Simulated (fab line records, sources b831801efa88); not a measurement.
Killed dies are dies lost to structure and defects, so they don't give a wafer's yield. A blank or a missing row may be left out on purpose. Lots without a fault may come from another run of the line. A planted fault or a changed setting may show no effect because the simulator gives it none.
Chamber matching | flow sfq_line | SFQ_TRILAYER_A5C_DEP_PECVD_142 on pecvd-02: 3 sister chambers
The step deposits SiO2 from SiH4/N2O, time 15.556 s, target thk 70 nm. 14 wafers are shown with their chamber, then 7 later ones without.

WAFERS WITH THEIR CHAMBER
wafer  | chamber | throttle_valve_pct (%) | heater_power_w (W)
L468.4 | 0       | 23.7                   | 103
L468.5 | 2       | 25.6                   | 104
L468.6 | 1       | 25.4                   | 80
L472.3 | 1       | 25.4                   | 82
L472.5 | 2       | 25.1                   | 104
L472.6 | 1       | 25.3                   | 83
L477.4 | 1       | 25.4                   | 85
L477.5 | 0       | 23.7                   | 90
L477.6 | 1       | 25.2                   | 84
L480.3 | 0       | 23.6                   | 104
L480.4 | 0       | 23.6                   | 100
L480.6 | 2       | 25.3                   | 105
L487.1 | 2       | 25.3                   | 106
L487.5 | 2       | 25.4                   | 110

SIGNATURES (means of the wafers above)
reading            | chamber 0 | chamber 1 | chamber 2 | scatter within a chamber
throttle_valve_pct | 23.650    | 25.340    | 25.340    | 0.126
heater_power_w     | 99.25     | 82.80     | 105.80    | 3.84
Rule: a wafer's distance from a chamber is the root of the sum, over the readings, of the square of ((its reading less the chamber's mean) divided by the reading's scatter). The wafer belongs to the nearest chamber; if the next one is less than 2 further off, it can't be placed. The scatter: the root of (the sum of the squares of (reading less its chamber's mean) over the shown wafers, divided by (wafers less chambers)).

WAFERS WITHOUT THEIR CHAMBER
wafer  | throttle_valve_pct (%) | heater_power_w (W)
L487.6 | 25.4                   | 92
L488.1 | 25.4                   | 111
L488.4 | 25.5                   | 89
L488.6 | 25.4                   | 109
L490.2 | 25.2                   | 101
L490.4 | 23.9                   | 103
L490.5 | 25.3                   | 100

WHICH CHAMBER EACH WENT THROUGH
wafer  | from the rows above     | in truth
L487.6 | can't be placed: 1 or 2 | 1
L488.1 | 2                       | 2
L488.4 | 1                       | 1
L488.6 | 2                       | 2
L490.2 | 2                       | 2
L490.4 | 0                       | 0
L490.5 | 2                       | 2
Placed correctly: 6 of 7. Can't be placed from these rows: 1 (the true chamber is among the candidates in 1). Placed wrongly: 0.
